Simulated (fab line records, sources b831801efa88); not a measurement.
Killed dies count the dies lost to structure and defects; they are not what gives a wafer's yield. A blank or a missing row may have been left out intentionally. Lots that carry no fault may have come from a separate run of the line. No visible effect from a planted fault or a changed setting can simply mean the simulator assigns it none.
Which tool was responsible? ; flow sky130 ; 14 lots with 42 wafers sampled at 3 steps, on a route of 708 steps

== WHAT EACH GAUGE READ, for each wafer ==
SKY_FIELD_ISO_CD_MEAS_13: target cd 150 nm.
lot;measured;on;cd-nm (nm)
L483;day 2 04:36;cd-sem-01;149.3 149.2 148.3
L486;day 2 20:04;cd-sem-01;148.2 150.4 148.9
L488;day 3 07:50;cd-sem-02;151.9 150.7 149.7
L489;day 3 12:46;cd-sem-01;148.2 148.2 147.9
L490;day 3 17:34;cd-sem-01;147.4 147.1 148.9
L491;day 4 00:36;cd-sem-01;151.1 150.7 151.6
L492;day 4 06:56;cd-sem-01;148.4 148.0 146.8
L493;day 4 12:54;cd-sem-02;150.5 151.3 152.1
L496;day 5 00:08;cd-sem-01;148.3 150.2 150.7
L497;day 5 05:47;cd-sem-01;149.5 149.6 149.5
L500;day 5 22:53;cd-sem-02;149.0 149.3 148.1
L501;day 6 02:53;cd-sem-02;149.7 151.0 151.2
L504;day 6 20:28;cd-sem-02;151.1 149.4 149.5
L506;day 7 06:22;cd-sem-01;150.7 150.1 149.2

SKY_NWELL_RS_MEAS_29: a four-point-probe measurement.
lot;measured;on;NWELL_RS (ohm/sq)
L483;day 5 08:03;film-metro-01;623.0 624.2 625.8
L486;day 6 01:51;film-metro-04;624.4 625.6 624.8
L488;day 7 03:24;film-metro-02;627.2 627.5 626.6
L489;day 7 04:16;film-metro-02;627.6 626.7 628.8
L490;day 7 11:09;film-metro-02;624.9 624.0 623.2
L491;day 7 11:29;film-metro-01;625.1 624.9 626.5
L492;day 7 19:25;film-metro-04;626.5 625.4 624.9
L493;day 8 03:23;film-metro-04;623.3 623.6 622.9
L496;day 8 19:53;film-metro-04;624.4 625.5 624.2
L497;day 8 22:40;film-metro-01;625.4 623.8 622.7
L500;day 9 17:34;film-metro-02;624.7 625.2 625.6
L501;day 9 23:29;film-metro-02;626.2 628.7 628.2
L504;day 11 00:10;film-metro-01;625.2 625.4 623.2
L506;day 11 04:52;film-metro-04;627.4 626.5 629.8

SKY_VT_ADJUST_HVTP_TW_MEAS_11.
lot;measured;on;VT_ADJUST_HVTP_TW
L483;day 6 03:07;film-metro-03;1360 1366 1361
L486;day 6 21:49;film-metro-03;1370 1364 1369
L488;day 8 00:22;film-metro-03;1352 1357 1357
L489;day 8 01:01;film-metro-04;1351 1360 1355
L490;day 8 07:58;film-metro-04;1365 1360 1359
L491;day 8 08:52;film-metro-01;1349 1338 1344
L492;day 8 17:04;film-metro-01;1346 1338 1343
L493;day 9 01:49;film-metro-01;1334 1329 1334
L496;day 9 17:45;film-metro-01;1325 1336 1333
L497;day 9 20:46;film-metro-01;1338 1341 1337
L500;day 10 15:13;film-metro-04;1368 1368 1364
L501;day 10 22:10;film-metro-03;1359 1368 1357
L504;day 12 00:08;film-metro-01;1337 1342 1336
L506;day 12 05:04;film-metro-03;1357 1350 1361

== WHICH TOOL RAN EACH LOT (tool, then ch and the chambers of the sampled wafers, then the start) ==
The record holds no process step before these readings.

== AS READ BY THE TOOLS THEMSELVES (means over the sampled wafers that have a number; for cases with no such wafer, the mark the record gives instead) ==
The record holds no such reading with a usual standard deviation.

== THE ANSWER, worked out from the rows above alone ==
Rule: the usual values come from the lots themselves. The widest of any qualifying gaps counts: lots, ordered by their means at a reading, are off when they make up no more than a third of the lots, leave a main group of 4 or more, and stand apart from it by 3 or more times the standard deviation of that group's means. If all means in a main group match to the digits the tables above print for the reading, that group is not used. A lot without any number at a reading at which 4 lots or more have one is off too. The other lots that the step has rows for count as sound. First the gauges in route order, then the tools' own readings, where a lot's mean is used as printed above. The first step at which some lot is off is used, and at that step the reading that is off furthest; a lot without a number counts as furthest.
None of the lots is off at any reading shown; this tells nothing.

== WHAT HAD BEEN PUT IN BY THE SIMULATOR ==
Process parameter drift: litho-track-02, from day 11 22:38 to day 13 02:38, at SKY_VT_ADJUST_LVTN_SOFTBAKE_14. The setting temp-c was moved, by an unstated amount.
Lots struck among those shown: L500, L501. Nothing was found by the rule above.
